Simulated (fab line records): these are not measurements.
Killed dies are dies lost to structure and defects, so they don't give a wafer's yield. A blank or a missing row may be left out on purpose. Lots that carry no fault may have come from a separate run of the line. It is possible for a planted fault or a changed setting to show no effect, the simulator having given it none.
A struck lot beside a sound one | flow sky130 | 25 steps out of a route of 708
Sound: these wafers, L420.3, L420.5, L420.6. The struck wafers were L426.2, L426.4, L426.6. The cause comes at the end.
For every step that has rows: the tool of each side, followed by ch and its chambers, followed by its first start. Under that, the readings that differ: sound wafers | struck wafers | difference of the means | sigmas: that difference in standard deviations of wafers without a fault.
alike: a reading whose means differ by less than 2 such deviations, as well as words and numbers matching on both sides. not compared: withheld readings; readings where some wafer has no value; bounds like >300 that might hide an equal value; numbers whose values overlap and for which the record gives no deviation.
The two part at a step that has a row with sigmas, a row that says differs or no value, or rows on one side only. When numbers do not overlap yet have no deviation, they are printed without sigmas and do not part them. Lack of a reading on every wafer of one side parts them only where that side has two or more wafers.

first, 7 steps without rows for these wafers: SKY_FIELD_ISO_HMDS_06 (prime time 60 s); SKY_FIELD_ISO_COAT_07 (resist thk 60 nm); SKY_FIELD_ISO_COAT_08 (resist thk 450 nm); SKY_FIELD_ISO_SOFTBAKE_09 (time 90 s); SKY_FIELD_ISO_EXPOSE_10 (exposes mask FOM, target cd 150 nm); SKY_FIELD_ISO_PEB_11; SKY_FIELD_ISO_DEVELOP_12 (develop time 60 s).
SKY_FIELD_ISO_CD_MEAS_13: target cd 150 nm.
  sound: cdSem-02 at day 4 04:16; struck: cdSem-02 at day 5 10:57
  alike: cdNm
SKY_FIELD_ISO_ETCH_14: etches BARC in N2/H2, stops on SiO2, time 45.9 s, target depth 60 nm.
  sound on rieDiel-01 ch 2,3, day 4 04:21; struck on rieDiel-01 ch 0,2, day 5 11:03
  alike: drypumpMotorCurrentA, n2FlowSccm, oesProductAu, runLengthS, throttleValvePct
  not compared: rfHoursCounterH
SKY_FIELD_ISO_ETCH_15: etches the open film in CHF3/O2, stops on Si, target depth 180 nm, time 72 s.
  sound on rieDiel-01 ch 2,3, day 4 04:23; struck on rieDiel-01 ch 0,2, day 5 11:05
  alike: drypumpMotorCurrentA, oesProductAu, runLengthS, throttleValvePct
  not compared: rfHoursCounterH
SKY_FIELD_ISO_STRIP_16: strips in O2/N2.
  sound on plasmaAsher-04 ch 0,1, day 4 04:29; struck on plasmaAsher-03 ch 0,1, day 5 11:09
  alike: drypumpMotorCurrentA, n2FlowSccm, o2FlowSccm, oesProductAu, stripTimeToEndpointS
  not compared: rfHoursCounterH
SKY_FIELD_ISO_ETCH_17: etches Si in HBr/Cl2/O2, target depth 342 nm, time 97.7 s.
  sound on rieSi-02 ch 0,3, day 4 04:33; struck on rieSi-01 ch 1,2,3, day 5 11:15
reading             | sound             | struck            | difference | sigmas
oesProductAu (a.u.) | 1.005 1.017 1.001 | 0.990 0.980 0.987 | -0.022     | -2
  alike: HBr_flow_sccm, drypumpMotorCurrentA, mfcCl2Sccm, runLengthS, throttleValvePct
  not compared: rfHoursCounterH
SKY_FIELD_ISO_WET_ETCH_18: etches Si3N4 in H3PO4, target depth 25 nm, time 286 s.
  sound on wetBench-04 ch 2, day 4 04:37; struck on wetBench-01 ch 0, day 5 11:19
reading                                    | sound             | struck            | difference | sigmas
runLengthS (s)                             | 310.1 310.1 310.1 | 59.2 59.2 59.2    | -250.9     | -84
model.Si3N4_of_FIELD_ISO_CVD_03.thkNm (nm) | 126.3 125.2 126   | 148.2 146.9 148.9 | +22.2      | 
then, 4 steps without rows for these wafers: SKY_FIELD_ISO_CLEAN_19 (cleans in SC1/SC2, time 150 s); SKY_FIELD_ISO_CLEAN_20 (cleans in dHF, time 20 s); SKY_FIELD_ISO_WET_ETCH_21 (etches SiO2 in dHF, target depth 20 nm, time 400 s); SKY_FIELD_ISO_OXIDATION_22 (stabilise 600 s, purge 300 s, target thk 10 nm).
SKY_FIELD_ISO_THK_MEAS_23:
  sound: filmMetro-04 at day 4 06:55; struck: filmMetro-02 at day 5 14:07
  alike: FIELD_ISO_OXIDATION_01_THK
then, 1 step without rows for these wafers: SKY_FIELD_ISO_CVD_24 (deposits SiO2, target thk 595 nm, time 99.2 s).
SKY_FIELD_ISO_THK_MEAS_25:
  sound: filmMetro-01 at day 4 07:02; struck: filmMetro-01 at day 5 14:15
  alike: FIELD_ISO_CVD_24_THK
then, 1 step without rows for these wafers: SKY_FIELD_ISO_ANNEAL_26 (time 1800 s).
SKY_FIELD_ISO_CMP_27: polishes, stops on Si3N4, t overpolish 16 s, target thk 457.8 nm.
  sound on cmp-01 ch 0,1,3, day 4 10:04; struck on cmp-01 ch 0,1,3, day 5 17:14
  alike: motorCurrentA
SKY_FIELD_ISO_WET_ETCH_28: etches SiO2 in dHF, target depth 23.7 nm, time 47 s.
  sound on wetBench-03 ch 0, day 4 10:13; struck on wetBench-01 ch 2, day 5 17:26
reading                                    | sound             | struck        | difference | sigmas
model.Si3N4_of_FIELD_ISO_CVD_03.thkNm (nm) | 120.4 119.3 120.1 | 142.3 141 143 | +22.2      | 
  alike: runLengthS
then, 2 steps without rows for these wafers: SKY_FIELD_ISO_WET_ETCH_29 (etches Si3N4 in H3PO4, target depth 160 nm, time 1825 s); SKY_PAD_OPEN_PROBE_99.

== WHERE THEY PART ==
At SKY_FIELD_ISO_ETCH_17 first; at SKY_FIELD_ISO_WET_ETCH_18 last (within this record only). Later steps at which nothing parts them and some readings are alike: SKY_FIELD_ISO_THK_MEAS_23, SKY_FIELD_ISO_THK_MEAS_25, SKY_FIELD_ISO_CMP_27, SKY_FIELD_ISO_WET_ETCH_28.

WHY: whatever the simulator had introduced
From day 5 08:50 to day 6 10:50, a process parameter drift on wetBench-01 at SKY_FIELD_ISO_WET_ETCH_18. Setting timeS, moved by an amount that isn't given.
